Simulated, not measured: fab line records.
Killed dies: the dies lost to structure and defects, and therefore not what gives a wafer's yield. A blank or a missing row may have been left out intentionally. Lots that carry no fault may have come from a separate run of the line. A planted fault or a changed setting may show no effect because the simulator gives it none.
Comparing a struck lot with a sound one | flow sky130 | 21 out of 708 route steps
Sound: these wafers, L535.1, L535.4, L535.5. The struck wafers were L541.2, L541.4, L541.5. The cause comes at the end.
For every step that has rows: the tool of each side, followed by ch and its chambers, followed by its first start. Under that, the readings that differ: sound wafers | struck wafers | difference of the means | sigmas: that difference in standard deviations of wafers without a fault.
alike: same words and numbers on both sides, and readings whose means sit less than 2 such deviations apart. not compared: any withheld reading, any reading some wafer has no value for, any bound like >300 that may hide the same value, and any number with overlapping values for which the record gives no deviation.
Wherever a step has rows on one side only, a row that says differs or no value, or a row with sigmas, the two part there. When numbers do not overlap yet have no deviation, they are printed without sigmas and do not part them. A reading that every wafer of one side lacks parts them only if that side has two wafers or more.

SKY_METAL2_SPUTTER_00: material Ti, target thk 15 nm, time 10 s.
  sound on pvd_sputter-04, day 36 00:20; struck on pvd_sputter-01, day 37 10:17
  alike: throttle_valve_pct
SKY_METAL2_SPUTTER_01: material TiN, target thk 20 nm, time 16.7 s.
  sound on pvd_sputter-04, day 36 00:22; struck on pvd_sputter-01, day 37 10:19
  alike: throttle_valve_pct
then, 1 step without rows for these wafers: SKY_METAL2_SPUTTER_02 (material AlCu, target thk 250 nm, time 13.3 s).
SKY_METAL2_SPUTTER_03: material Ti, target thk 5 nm, time 3.3 s.
  sound on pvd_sputter-04, day 36 00:25; struck on pvd_sputter-01, day 37 10:22
  alike: throttle_valve_pct
SKY_METAL2_SPUTTER_04: material TiN, target thk 70 nm, time 58.3 s.
  sound on pvd_sputter-04, day 36 00:26; struck on pvd_sputter-01, day 37 10:22
  alike: throttle_valve_pct
SKY_METAL2_RS_MEAS_05: measures by four-point-probe.
  sound on film_metro-04, day 36 00:29; struck on film_metro-01, day 37 10:26
  alike: METAL2_ALCU_RS
SKY_METAL2_THK_MEAS_06: measures by xrf.
  sound on film_metro-04, day 36 00:36; struck on film_metro-01, day 37 10:33
  alike: METAL2_ALCU_THK
then, 5 steps without rows for these wafers: SKY_METAL2_DEHYDRATE_07 (time 60 s); SKY_METAL2_HMDS_08 (prime time 60 s); SKY_METAL2_COAT_09 (resist thk 60 nm); SKY_METAL2_COAT_10 (resist thk 450 nm); SKY_METAL2_SOFTBAKE_11 (time 90 s).
SKY_METAL2_EXPOSE_12: exposes mask MM2, target cd 140 nm.
  sound on krf_scanner-02 ch 0, day 36 13:50; struck on krf_scanner-01 ch 0, day 37 23:02
  reading              | sound                | struck               | difference | sigmas
  exposure_dose_mJ_cm2 | 28.003 28.000 27.962 | 28.548 28.587 28.581 | +0.584     | +20
  alike: mask
then, 2 steps without rows for these wafers: SKY_METAL2_PEB_13; SKY_METAL2_DEVELOP_14 (develop time 60 s).
SKY_METAL2_CD_MEAS_15: the cd target is 140 nm.
  sound on cd_sem-02, day 37 02:41; struck on cd_sem-02, day 38 11:44
  alike: cd_nm
SKY_METAL2_OVL_MEAS_16:
  sound on overlay-02, day 37 02:48; struck on overlay-01, day 38 11:50
  alike: METAL2_OVL
SKY_METAL2_DESCUM_17: chemistry O2, time 8 s.
  sound on rie_metal-02 ch 0, day 37 02:50; struck on rie_metal-03 ch 0,1, day 38 11:52
  reading                 | sound             | struck            | difference | sigmas
  model.METAL2.cd_nm (nm) | 140.4 139.7 139.9 | 135.6 137.4 137.1 | -3.3       |
  alike: drypump_motor_current_A, oes_product_au
  not compared: rf_hours_counter_h
SKY_METAL2_ETCH_18: etches BARC in N2/H2, stops on SiO2, time 45.9 s, target depth 60 nm.
  sound on rie_metal-02 ch 0, day 37 02:52; struck on rie_metal-03 ch 0,1, day 38 11:53
  reading                 | sound             | struck          | difference | sigmas
  model.METAL2.cd_nm (nm) | 139.3 138.8 138.9 | 138 137.7 137.7 | -1         |
  alike: drypump_motor_current_A, oes_product_au, throttle_valve_pct
  not compared: rf_hours_counter_h
SKY_METAL2_METAL_ETCH_19: etches the open film in Cl2/BCl3, stops on SiO2, target depth 360 nm, time 78 s.
  sound on rie_metal-02 ch 0, day 37 02:56; struck on rie_metal-03 ch 0,1, day 38 11:58
  alike: drypump_motor_current_A, oes_product_au, throttle_valve_pct
  not compared: rf_hours_counter_h
-- the record jumps here: 10 days lie between the struck wafers' starts before and after (it left off in module METAL2 and takes up again in module PAD_OPEN, whose first step shown is number 708 of the route) --
SKY_PAD_OPEN_PROBE_99:
  sound on prober-02, day 47 10:40; struck on prober-02, day 48 12:38
  alike: defect_limited_yield, killed_at_M0_to_M3, killed_at_M4_up, killed_at_contacts, killed_at_front_end, killed_at_other, killed_dies, killed_open, killed_short, sort_bin_3_pad_short, sort_bin_5_function, sort_bin_6_memory, sort_n_pass, sort_yield_pct

WHERE THEY PART
At SKY_METAL2_EXPOSE_12 and nowhere else, as far as this record goes. Later steps at which nothing parts them and some readings are alike: SKY_METAL2_CD_MEAS_15, SKY_METAL2_OVL_MEAS_16, SKY_METAL2_DESCUM_17, SKY_METAL2_ETCH_18, SKY_METAL2_METAL_ETCH_19, SKY_PAD_OPEN_PROBE_99.

WHY: whatever the simulator had introduced
Process parameter drift: krf_scanner-01, from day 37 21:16 on, at SKY_METAL2_EXPOSE_12. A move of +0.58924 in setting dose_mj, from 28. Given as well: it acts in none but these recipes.
